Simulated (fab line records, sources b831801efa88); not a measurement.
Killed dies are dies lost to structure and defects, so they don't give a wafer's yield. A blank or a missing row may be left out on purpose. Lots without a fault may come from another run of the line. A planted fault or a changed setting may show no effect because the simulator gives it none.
A struck lot beside a sound one | flow sky130 | 30 steps out of a route of 708
Sound: wafers L517.1, L517.4, L517.5. Struck: wafers L519.1, L519.4, L519.6. The cause comes at the end.
At each step with rows: each side's tool, then ch and its chambers, then its first start. Under that, the readings that differ: sound wafers | struck wafers | difference of the means | sigmas: that difference in standard deviations of wafers without a fault.
alike: readings whose means differ by less than 2 such deviations, and words and numbers that are the same on both sides. not compared: withheld readings, readings that some wafer has no value for, bounds like >300 that may hide the same value, and numbers for which the record gives no deviation and whose values overlap.
The two part at a step that has a row with sigmas, a row that says differs or no value, or rows on one side only. Numbers that don't overlap but have no deviation are shown without sigmas and don't part them. A reading that every wafer of one side lacks parts them only if that side has two wafers or more.

first, 5 steps without rows for these wafers: SKY_SONOS_ONO_COAT_08 (resist thk 1140 nm); SKY_SONOS_ONO_SOFTBAKE_09 (time 60 s); SKY_SONOS_ONO_EXPOSE_10 (exposes mask ONOM, target cd 410 nm); SKY_SONOS_ONO_PEB_11; SKY_SONOS_ONO_DEVELOP_12 (develop time 60 s).
SKY_SONOS_ONO_CD_MEAS_13: target cd 410 nm.
  sound on cd_sem-02, day 12 18:22; struck on cd_sem-02, day 13 20:17
  alike: cd_nm
SKY_SONOS_ONO_OVL_MEAS_14:
  sound on overlay-01, day 12 18:29; struck on overlay-02, day 13 20:24
  alike: SONOS_ONO_OVL
SKY_SONOS_ONO_ETCH_15: etches the open film in CHF3/O2, target depth 19.52 nm, time 7.8 s.
  sound on rie_diel-02 ch 1,2, day 12 18:31; struck on rie_diel-01 ch 0,1, day 13 20:26
  alike: drypump_motor_current_A, oes_product_au, throttle_valve_pct
  not compared: rf_hours_counter_h
then, 1 step without rows for these wafers: SKY_SONOS_ONO_WET_ETCH_16 (etches SiO2 in dHF, target depth 14 nm, time 280 s).
SKY_SONOS_ONO_STRIP_17: strips in O2/N2.
  sound on plasma_asher-01 ch 0,1, day 12 18:38; struck on plasma_asher-02 ch 0,1, day 13 20:34
  alike: drypump_motor_current_A, oes_product_au, strip_time_to_endpoint_s
  not compared: rf_hours_counter_h
then, 2 steps without rows for these wafers: SKY_SONOS_ONO_WET_ETCH_18 (etches Si3N4 in H3PO4, target depth 15 nm, time 172 s); SKY_GATE_OXIDE_CLEAN_00 (cleans in SC1/SC2, time 150 s).
SKY_GATE_OXIDE_OXIDATION_01: stabilise 600 s, purge 300 s, target thk 10.268 nm.
  sound on furnace-01 ch 0, day 12 19:44; struck on furnace-01 ch 0, day 13 20:59
  reading                                           | sound                | struck               | difference | sigmas
  spike_tc_bottom_C (C)                             | 921.0 921.9 920.6    | 909.6 908.7 907.9    | -12.4      | -4
  spike_tc_centre_C (C)                             | 902.3 903.3 901.1    | 891.3 891.8 892.1    | -10.5      | -9
  spike_tc_lower_C (C)                              | 901.2 898.6 902.4    | 891.2 889.7 890.7    | -10.2      | -10
  spike_tc_top_C (C)                                | 912.1 909.5 910.5    | 900.3 901.0 899.7    | -10.4      | -9
  spike_tc_upper_C (C)                              | 902.9 900.1 901.0    | 890.1 891.3 890.6    | -10.7      | -10
  tube_center_temp_C (C)                            | 899.81 900.01 899.96 | 888.44 888.62 888.66 | -11.35     | -99 or more
  tube_center_temp_C_max                            | 901.7 902.5 903.6    | 890.8 891.1 890.9    | -11.7      | -28
  model.SiO2_of_GATE_OXIDE_OXIDATION_01.thk_nm (nm) | 10.15 10.2 10.24     | 8.959 8.951 8.906    | -1.258     |
SKY_GATE_OXIDE_THK_MEAS_02:
  sound on film_metro-03, day 12 21:08; struck on film_metro-03, day 13 22:24
  reading                          | sound             | struck         | difference | sigmas
  GATE_OXIDE_OXIDATION_00_THK (nm) | 10.15 10.20 10.18 | 8.95 8.93 8.88 | -1.26      | -6
then, 7 steps without rows for these wafers: SKY_GATE_OXIDE_DEHYDRATE_03 (time 60 s); SKY_GATE_OXIDE_HMDS_04 (prime time 60 s); SKY_GATE_OXIDE_COAT_05 (resist thk 1140 nm); SKY_GATE_OXIDE_SOFTBAKE_06 (time 60 s); SKY_GATE_OXIDE_EXPOSE_07 (exposes mask LVOM, target cd 600 nm); SKY_GATE_OXIDE_PEB_08; SKY_GATE_OXIDE_DEVELOP_09 (develop time 60 s).
SKY_GATE_OXIDE_OVL_MEAS_10:
  sound on overlay-01, day 13 21:37; struck on overlay-01, day 15 00:02
  alike: GATE_OXIDE_OVL
then, 2 steps without rows for these wafers: SKY_GATE_OXIDE_IMPLANT_11; SKY_GATE_OXIDE_WET_ETCH_12 (etches SiO2 in dHF, target depth 16.8 nm, time 336 s).
SKY_GATE_OXIDE_STRIP_13: strips in O2/N2.
  sound on plasma_asher-01 ch 0,1, day 13 21:56; struck on plasma_asher-03 ch 0, day 15 00:19
  alike: drypump_motor_current_A, oes_product_au, strip_time_to_endpoint_s
  not compared: rf_hours_counter_h
SKY_GATE_OXIDE_TW_MEAS_14:
  sound on film_metro-03, day 13 22:02; struck on film_metro-02, day 15 00:25
  alike: GATE_OXIDE_TW
then, 1 step without rows for these wafers: SKY_GATE_OXIDE_CLEAN_15 (cleans in SC1/SC2, time 150 s).
SKY_GATE_OXIDE_OXIDATION_16: stabilise 600 s, purge 300 s, target thk 3.57 nm.
  sound on furnace-01 ch 0, day 13 23:47; struck on furnace-01 ch 0, day 15 02:52
  reading                                           | sound             | struck            | difference | sigmas
  model.SiO2_of_GATE_OXIDE_OXIDATION_01.thk_nm (nm) | 11.52 11.56 11.62 | 10.46 10.44 10.41 | -1.13      |
  alike: spike_tc_bottom_C, spike_tc_centre_C, spike_tc_lower_C, spike_tc_top_C, spike_tc_upper_C, tube_center_temp_C, tube_center_temp_C_max
then, 1 step without rows for these wafers: SKY_POLY_GATE_CVD_00 (deposits poly-Si, target thk 180 nm, time 720 s).
-- the record jumps here: 32 days lie between the struck wafers' starts before and after (it left off in module POLY_GATE and takes up again in module PAD_OPEN, whose first step shown is number 708 of the route) --
SKY_PAD_OPEN_PROBE_99:
  sound on prober-02, day 45 19:33; struck on prober-02, day 46 16:15
  reading                                | sound                         | struck                        | difference | sigmas
  model.etest.nfet_16v.r_on_ohm_um       | 1.375e+04 1.386e+04 1.397e+04 | 1.341e+04 1.348e+04 1.338e+04 | -4.367e+02 |
  model.etest.pfet_g5v0d10v5.r_on_ohm_um | 4678 4630 4717                | 4552 4587 4459                | -142       |
  model.etest.tip_sonos.rs_ohm_sq        | 2658 2716 2695                | 2472 2455 2465                | -226       |
  model.etest.nfet_g5v0d10v5.r_on_ohm_um | 1849 1849 1861                | 1779 1787 1783                | -70        |
  model.etest.nfet_g5v0d10v5.drive_ua_um | 611.1 607 602.3               | 662.8 665.4 669.4             | +59.1      |
  model.etest.nfet_05v0_nvt.drive_ua_um  | 581.3 573.7 574.3             | 621.5 626.2 632               | +50.1      |
  model.etest.pfet_g5v0d10v5.drive_ua_um | 345.9 348.4 343.8             | 366.6 361 371.6               | +20.4      |
  model.etest.nfet_16v.drive_ua_um       | 226.4 226.5 223.1             | 245.8 246 248.6               | +21.5      |
  alike: killed_at_M0_to_M3, killed_at_M4_up, killed_at_contacts, killed_at_front_end, killed_at_other, killed_dies, killed_open, killed_short

WHERE THEY PART
First at SKY_GATE_OXIDE_OXIDATION_01; last, within this record, at SKY_GATE_OXIDE_THK_MEAS_02. Later steps at which nothing parts them and some readings are alike: SKY_GATE_OXIDE_OVL_MEAS_10, SKY_GATE_OXIDE_STRIP_13, SKY_GATE_OXIDE_TW_MEAS_14, SKY_GATE_OXIDE_OXIDATION_16, SKY_PAD_OPEN_PROBE_99.

WHY: what the simulator had put in
Process parameter drift: furnace-01, from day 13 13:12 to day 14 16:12, at SKY_GATE_OXIDE_OXIDATION_01. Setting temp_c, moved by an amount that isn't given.
